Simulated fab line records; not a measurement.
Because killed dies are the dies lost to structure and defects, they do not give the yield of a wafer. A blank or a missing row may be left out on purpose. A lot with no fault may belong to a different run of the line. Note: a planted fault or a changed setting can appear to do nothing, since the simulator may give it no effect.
Which tool did it?	flow sky130	Sampling: 13 lots, 39 wafers, 5 of 708 route steps

## WHAT THE GAUGES SHOWED, per wafer
SKY_SPACER_THK_MEAS_01.
lot	measured	on	SPACER_CVD_00_THK (nm)
L501	day 23 08:25	film_metro-01	43.1 42.9 43.0
L503	day 23 20:51	film_metro-04	42.8 43.1 42.9
L504	day 23 22:07	film_metro-03	43.5 43.5 43.4
L505	day 24 01:37	film_metro-04	44.0 43.5 43.6
L506	day 24 18:52	film_metro-04	43.6 43.5 43.4
L507	day 25 01:01	film_metro-01	42.7 42.4 42.6
L508	day 25 12:01	film_metro-01	43.8 43.6 43.9
L509	day 26 00:09	film_metro-01	43.4 43.5 43.2
L510	day 26 03:13	film_metro-04	43.3 42.9 42.9
L514	day 27 07:11	film_metro-01	42.6 43.0 42.5
L522	day 31 00:40	film_metro-04	42.4 42.8 42.9
L524	day 31 01:53	film_metro-04	42.4 42.0 42.4
L523	day 31 11:50	film_metro-04	43.0 43.1 43.2

SKY_SD_N_CD_MEAS_07: the cd target is 380 nm.
lot	measured	on	cd_nm (nm)
L501	day 28 04:56	cd_sem-01	375.4 374.1 374.1
L503	day 28 12:47	cd_sem-01	381.7 380.6 379.8
L504	day 29 02:17	cd_sem-02	372.5 374.1 372.7
L505	day 29 04:31	cd_sem-01	382.5 383.6 383.1
L506	day 29 09:59	cd_sem-02	377.5 376.3 377.6
L507	day 29 16:52	cd_sem-02	381.6 384.2 381.8
L508	day 30 02:13	cd_sem-01	384.3 382.7 383.5
L509	day 30 14:40	cd_sem-02	380.5 381.9 381.4
L510	day 30 17:24	cd_sem-01	378.2 376.9 380.1
L514	day 31 23:34	cd_sem-02	- - -
L522	day 35 10:46	cd_sem-01	379.7 380.3 382.0
L524	day 35 11:44	cd_sem-01	380.8 383.1 382.5
L523	day 35 19:55	cd_sem-01	380.9 378.6 380.2

SKY_SD_N_TW_MEAS_12.
lot	measured	on	SD_N_TW
L501	day 28 05:35	film_metro-04	3978 3984 3972
L503	day 28 13:20	film_metro-01	3983 3960 3980
L504	day 29 02:50	film_metro-04	3998 4006 4021
L505	day 29 05:04	film_metro-01	3952 3944 3950
L506	day 29 10:32	film_metro-01	3965 3979 3967
L507	day 29 17:24	film_metro-04	4000 4008 4024
L508	day 30 02:46	film_metro-01	4012 4002 4008
L509	day 30 15:13	film_metro-02	3900 3909 3928
L510	day 30 17:56	film_metro-01	3974 3990 3970
L514	day 32 00:05	film_metro-02	30 30 29
L522	day 35 11:19	film_metro-04	3985 3989 3992
L524	day 35 12:17	film_metro-02	3944 3964 3949
L523	day 35 20:27	film_metro-02	3949 3946 3933

## TOOL THAT RAN EACH LOT (tool first, then ch and the chambers of the sampled wafers, then the start)
lot	SKY_SPACER_ETCHBACK_02	SKY_SD_N_EXPOSE_04
L501	rie_diel-04 ch 0,3, day 23 08:26	iline_stepper-02 ch 0, day 27 13:40
L503	rie_diel-04 ch 1,3, day 23 20:53	iline_stepper-01 ch 0, day 28 01:32
L504	rie_diel-03 ch 1,2,3, day 23 22:11	iline_stepper-01 ch 0, day 28 10:49
L505	rie_diel-02 ch 0,1,3, day 24 01:41	iline_stepper-01 ch 0, day 28 12:55
L506	rie_diel-03 ch 2,3, day 24 18:55	iline_stepper-01 ch 0, day 28 18:41
L507	rie_diel-04 ch 0,1,3, day 25 01:04	iline_stepper-02 ch 0, day 29 04:23
L508	rie_diel-02 ch 0,2, day 25 12:05	iline_stepper-02 ch 0, day 29 12:41
L509	rie_diel-03 ch 1,3, day 26 00:13	iline_stepper-02 ch 0, day 29 23:39
L510	rie_diel-02 ch 0,1,2, day 26 03:16	iline_stepper-01 ch 0, day 30 03:29
L514	rie_diel-03 ch 0,1,2, day 27 07:13	iline_stepper-01 ch 0, day 31 10:28
L522	rie_diel-02 ch 1,2, day 31 00:44	iline_stepper-02 ch 0, day 34 21:48
L524	rie_diel-04 ch 1,2,3, day 31 01:56	iline_stepper-01 ch 0, day 34 23:07
L523	rie_diel-03 ch 0,1,3, day 31 11:53	iline_stepper-01 ch 0, day 35 08:47
- SKY_SPACER_ETCHBACK_02: etches Si3N4 in CH3F/O2, stops on SiO2, time 46.7 s, target depth 45 nm.
- SKY_SD_N_EXPOSE_04: exposes mask NSDM, target cd 380 nm.

## WHAT THE TOOLS THEMSELVES READ (means of the sampled wafers that have a number; where no wafer has one, the mark that the record gives instead)
SKY_SPACER_ETCHBACK_02.
lot	tool	O2_flow_sccm (sccm)	drypump_motor_current_A (A)	oes_product_au (a.u.)	throttle_valve_pct (%)
L501	rie_diel-04	30.08	5.8	0.857	10.558
L503	rie_diel-04	29.95	5.9	0.852	10.565
L504	rie_diel-03	29.98	5.4	0.857	10.563
L505	rie_diel-02	30.00	6.2	0.865	10.554
L506	rie_diel-03	30.09	5.3	0.855	10.567
L507	rie_diel-04	29.94	6.1	0.852	10.559
L508	rie_diel-02	30.04	6.1	0.862	10.557
L509	rie_diel-03	29.94	5.6	0.857	10.558
L510	rie_diel-02	29.98	6.0	0.854	10.561
L514	rie_diel-03	30.04	5.4	0.850	10.566
L522	rie_diel-02	30.02	5.8	0.850	10.558
L524	rie_diel-04	29.90	5.9	0.846	10.562
L523	rie_diel-03	29.96	5.6	0.855	10.570

SKY_SD_N_EXPOSE_04.
lot	tool	focus_offset_nm (nm)	reticle_temp_C (C)
L501	iline_stepper-02	-0.8	22.87
L503	iline_stepper-01	0.0	23.16
L504	iline_stepper-01	-0.5	23.13
L505	iline_stepper-01	-0.3	22.81
L506	iline_stepper-01	-0.2	23.08
L507	iline_stepper-02	-0.3	22.95
L508	iline_stepper-02	0.1	22.94
L509	iline_stepper-02	-0.2	23.03
L510	iline_stepper-01	0.3	22.94
L514	iline_stepper-01	0.0	22.98
L522	iline_stepper-02	-0.4	22.94
L524	iline_stepper-01	-0.2	23.02
L523	iline_stepper-01	-0.1	23.02

## THE ANSWER, worked out from the rows above alone
Rule: the lots themselves supply what counts as usual. Put in order of their means at a reading, lots are off if they are a third of the lots or fewer, leave a main group of 4 or more, and stand apart from it by a gap of 3 or more times the standard deviation of the main group's means; of several such gaps the widest counts. Not used: any main group whose means are identical at the precision the tables above print for the reading. Also off: a lot with no number at a reading for which 4 or more lots have one. The other lots that the step has rows for count as sound. First the gauges in route order, then the tools' own readings, where a lot's mean is used as printed above. At the first step where some lot is off, the reading lying furthest off is the one used; lots without a number count as furthest.
Off: L514, at SKY_SD_N_CD_MEAS_07 (cd_nm). Without a number there: L514. Mean 379.7 nm and standard deviation 3.2 in the main group.
If a tool, at a process step before that reading, ran all the lots that are off and no sound lot after the first of them, it fits. Not tried: the gauges at SKY_SD_N_CD_MEAS_07; whatever is off there is also off at SKY_SD_N_TW_MEAS_12, on other tools, and gauge error can't account for it. None of those tried fits.

## WHAT THE SIMULATOR HAD PUT IN
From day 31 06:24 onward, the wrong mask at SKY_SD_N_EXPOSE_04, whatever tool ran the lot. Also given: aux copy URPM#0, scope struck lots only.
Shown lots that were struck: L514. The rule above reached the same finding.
